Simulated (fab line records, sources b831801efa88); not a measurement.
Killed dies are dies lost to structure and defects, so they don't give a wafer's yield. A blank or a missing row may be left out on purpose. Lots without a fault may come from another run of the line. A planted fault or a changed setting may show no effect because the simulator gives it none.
Which tool did it? | flow sky130 | 15 lots, 45 wafers sampled, at 5 steps of a route of 708

WHAT THE GAUGES READ, wafer by wafer
SKY_VT_ADJUST_PCH_OVL_MEAS_07.
lot  | measured     | on         | VT_ADJUST_PCH_OVL (nm)
L918 | day 10 02:59 | overlay-02 | 0.5 2.4 0.4
L919 | day 10 13:10 | overlay-02 | 0.4 0.6 0.1
L921 | day 11 14:47 | overlay-01 | 0.5 1.3 2.5
L923 | day 12 08:34 | overlay-02 | 3.4 2.3 2.5
L924 | day 12 13:10 | overlay-02 | 1.3 0.3 -1.9
L926 | day 12 17:55 | overlay-02 | 1.3 1.0 -0.9
L925 | day 12 19:41 | overlay-02 | 1.5 1.1 2.6
L927 | day 13 07:10 | overlay-01 | -1.1 1.2 1.1
L933 | day 14 18:22 | overlay-01 | 0.8 -0.6 -1.9
L934 | day 15 05:52 | overlay-02 | -0.9 -2.0 -0.3
L936 | day 15 22:44 | overlay-01 | -0.2 -1.4 -1.0
L938 | day 16 14:05 | overlay-02 | 0.8 -0.4 0.3
L939 | day 17 00:02 | overlay-01 | -0.1 -1.1 -0.2
L940 | day 17 01:40 | overlay-02 | -3.2 -5.2 -2.3
L941 | day 17 11:09 | overlay-01 | -1.6 -0.5 -0.2

SKY_POLY_GATE_CD_MEAS_22.
lot  | measured     | on        | cd_nm (nm)
L918 | day 16 05:11 | cd_sem-02 | 154 151 151
L919 | day 16 19:53 | cd_sem-01 | 152 148 155
L921 | day 19 02:23 | cd_sem-02 | 149 145 151
L923 | day 19 01:02 | cd_sem-01 | 152 146 149
L924 | day 19 02:20 | cd_sem-01 | 153 150 150
L926 | day 19 14:11 | cd_sem-02 | 148 151 151
L925 | day 19 08:37 | cd_sem-01 | 155 150 156
L927 | day 20 02:25 | cd_sem-02 | 149 153 148
L933 | day 21 13:05 | cd_sem-01 | 150 148 144
L934 | day 21 22:13 | cd_sem-01 | 150 149 153
L936 | day 22 15:42 | cd_sem-01 | 148 142 150
L938 | day 23 22:42 | cd_sem-01 | 147 150 150
L939 | day 24 01:28 | cd_sem-01 | 152 147 150
L940 | day 24 01:30 | cd_sem-02 | 149 151 161
L941 | day 24 04:06 | cd_sem-02 | 150 145 148

SKY_LDD_N_TW_MEAS_17.
lot  | measured     | on            | LDD_N_TW
L918 | day 17 10:31 | film_metro-01 | 2559 2563 2565
L919 | day 18 01:52 | film_metro-02 | 2584 2574 2594
L921 | day 20 11:01 | film_metro-01 | 2581 2575 2575
L923 | day 20 10:07 | film_metro-04 | 2607 2588 2594
L924 | day 20 11:01 | film_metro-02 | 2566 2561 2557
L926 | day 20 22:19 | film_metro-04 | 2601 2605 2589
L925 | day 20 16:29 | film_metro-01 | 2578 2571 2578
L927 | day 21 09:55 | film_metro-04 | 2594 2590 2596
L933 | day 22 16:37 | film_metro-01 | 2536 2562 2581
L934 | day 22 21:25 | film_metro-04 | 2591 2591 2582
L936 | day 23 22:51 | film_metro-02 | 2567 2570 2567
L938 | day 25 05:01 | film_metro-01 | 2569 2584 2583
L939 | day 25 07:43 | film_metro-04 | 2583 2597 2594
L940 | day 25 07:25 | film_metro-02 | 2590 2588 2585
L941 | day 25 10:33 | film_metro-01 | 2584 2578 2589

WHICH TOOL RAN EACH LOT (tool, then ch and the chambers of the sampled wafers, then the start)
lot  | SKY_POLY_GATE_ETCH_16              | SKY_POLY_GATE_STRIP_18
L918 | rie_diel-03 ch 0,1, day 16 02:25   | plasma_asher-01 ch 1, day 16 02:34
L919 | rie_diel-03 ch 0,2,3, day 16 17:52 | plasma_asher-03 ch 0,1, day 16 18:01
L921 | rie_diel-03 ch 0,2,3, day 18 23:40 | plasma_asher-03 ch 0,1, day 18 23:51
L923 | rie_diel-01 ch 0,2,3, day 18 23:19 | plasma_asher-01 ch 0,1, day 18 23:28
L924 | rie_diel-04 ch 0,1,3, day 19 00:18 | plasma_asher-02 ch 0,1, day 19 00:28
L926 | rie_diel-04 ch 0,1,3, day 19 10:31 | plasma_asher-03 ch 0,1, day 19 10:40
L925 | rie_diel-03 ch 1,2,3, day 19 05:48 | plasma_asher-02 ch 0,1, day 19 05:58
L927 | rie_diel-01 ch 0,1, day 19 21:43   | plasma_asher-03 ch 0,1, day 19 21:54
L933 | rie_diel-03 ch 0,1,2, day 21 11:24 | plasma_asher-02 ch 0,1, day 21 11:34
L934 | rie_diel-03 ch 0,1, day 21 20:30   | plasma_asher-03 ch 0,1, day 21 20:41
L936 | rie_diel-03 ch 0,3, day 22 14:03   | plasma_asher-01 ch 0,1, day 22 14:13
L938 | rie_diel-01 ch 0,1,3, day 23 20:28 | plasma_asher-03 ch 0,1, day 23 20:37
L939 | rie_diel-01 ch 0,2, day 23 23:00   | plasma_asher-02 ch 0,1, day 23 23:10
L940 | rie_diel-04 ch 0,1,2, day 23 22:46 | plasma_asher-02 ch 0,1, day 23 22:58
L941 | rie_diel-03 ch 2,3, day 24 01:30   | plasma_asher-03 ch 0,1, day 24 01:40
- SKY_POLY_GATE_ETCH_16: etches Si3N4 in CH3F/O2, stops on poly-Si, time 147.5 s, target depth 75 nm.
- SKY_POLY_GATE_STRIP_18: strips in O2/N2.

WHAT THE TOOLS THEMSELVES READ (means of the sampled wafers that have a number; where no wafer has one, the mark that the record gives instead)
SKY_POLY_GATE_ETCH_16.
lot  | tool        | O2_flow_sccm (sccm) | bias_w (W) | drypump_motor_current_A (A) | oes_product_au (a.u.) | throttle_valve_pct (%)
L918 | rie_diel-03 | 30.01               | 80.22      | 6.1                         | 0.647                 | 10.539
L919 | rie_diel-03 | 30.07               | 80.03      | 5.9                         | 0.639                 | 10.527
L921 | rie_diel-03 | 30.02               | 79.84      | 5.9                         | 0.635                 | 10.531
L923 | rie_diel-01 | 30.03               | 79.87      | 5.9                         | 0.638                 | 10.531
L924 | rie_diel-04 | 30.08               | 80.00      | 5.4                         | 0.643                 | 10.532
L926 | rie_diel-04 | -                   | -          | -                           | -                     | -
L925 | rie_diel-03 | -                   | -          | -                           | -                     | -
L927 | rie_diel-01 | -                   | -          | -                           | -                     | -
L933 | rie_diel-03 | 29.99               | 79.95      | 6.0                         | 0.644                 | 10.530
L934 | rie_diel-03 | 29.93               | 79.93      | 5.9                         | 0.643                 | 10.537
L936 | rie_diel-03 | 29.90               | 79.98      | 5.8                         | 0.648                 | 10.531
L938 | rie_diel-01 | 29.95               | 80.12      | 5.9                         | 0.647                 | 10.540
L939 | rie_diel-01 | 30.04               | 80.12      | 6.1                         | 0.633                 | 10.526
L940 | rie_diel-04 | 30.07               | 79.89      | 5.6                         | 0.642                 | 10.524
L941 | rie_diel-03 | 29.97               | 80.00      | 5.9                         | 0.644                 | 10.537

SKY_POLY_GATE_STRIP_18.
lot  | tool            | drypump_motor_current_A (A) | oes_product_au (a.u.) | strip_time_to_endpoint_s (s)
L918 | plasma_asher-01 | 5.34                        | 0.359                 | 3.17
L919 | plasma_asher-03 | 6.02                        | 0.366                 | 3.21
L921 | plasma_asher-03 | 6.00                        | 0.365                 | 3.22
L923 | plasma_asher-01 | 5.53                        | 0.365                 | 3.26
L924 | plasma_asher-02 | 5.62                        | 0.361                 | 3.15
L926 | plasma_asher-03 | 6.01                        | 0.412                 | 4.35
L925 | plasma_asher-02 | 5.67                        | 0.415                 | 4.37
L927 | plasma_asher-03 | 5.99                        | 0.410                 | 4.34
L933 | plasma_asher-02 | 5.66                        | 0.363                 | 3.18
L934 | plasma_asher-03 | 5.89                        | 0.361                 | 3.17
L936 | plasma_asher-01 | 5.52                        | 0.357                 | 3.12
L938 | plasma_asher-03 | 5.90                        | 0.362                 | 3.18
L939 | plasma_asher-02 | 5.66                        | 0.363                 | 3.19
L940 | plasma_asher-02 | 5.69                        | 0.363                 | 3.15
L941 | plasma_asher-03 | 5.90                        | 0.363                 | 3.12

THE ANSWER, worked out from the rows above alone
Rule: what is usual is taken from the lots themselves. Put in order of their means at a reading, lots are off if they are a third of the lots or fewer, leave a main group of 4 or more, and stand apart from it by a gap of 3 or more times the standard deviation of the main group's means; of several such gaps the widest counts. A main group whose means are all the same, to the digits that the tables above print for the reading, isn't used. A lot without any number at a reading at which 4 lots or more have one is off too. The other lots that the step has rows for count as sound. The gauges are gone through in route order, then the tools' own readings, and for those a lot's mean is taken as printed above. The first step at which some lot is off is used, and at that step the reading that is off furthest; a lot without a number counts as furthest.
Off: L926, L925, L927, at SKY_POLY_GATE_ETCH_16 (O2_flow_sccm). Without a number there: L926, L925, L927. The main group: mean 30.00 sccm, standard deviation 0.056.
A tool fits if, at that step or a process step before it, it ran every lot that is off, and no sound lot after the first of them. None of those tried fits.

WHAT THE SIMULATOR HAD PUT IN
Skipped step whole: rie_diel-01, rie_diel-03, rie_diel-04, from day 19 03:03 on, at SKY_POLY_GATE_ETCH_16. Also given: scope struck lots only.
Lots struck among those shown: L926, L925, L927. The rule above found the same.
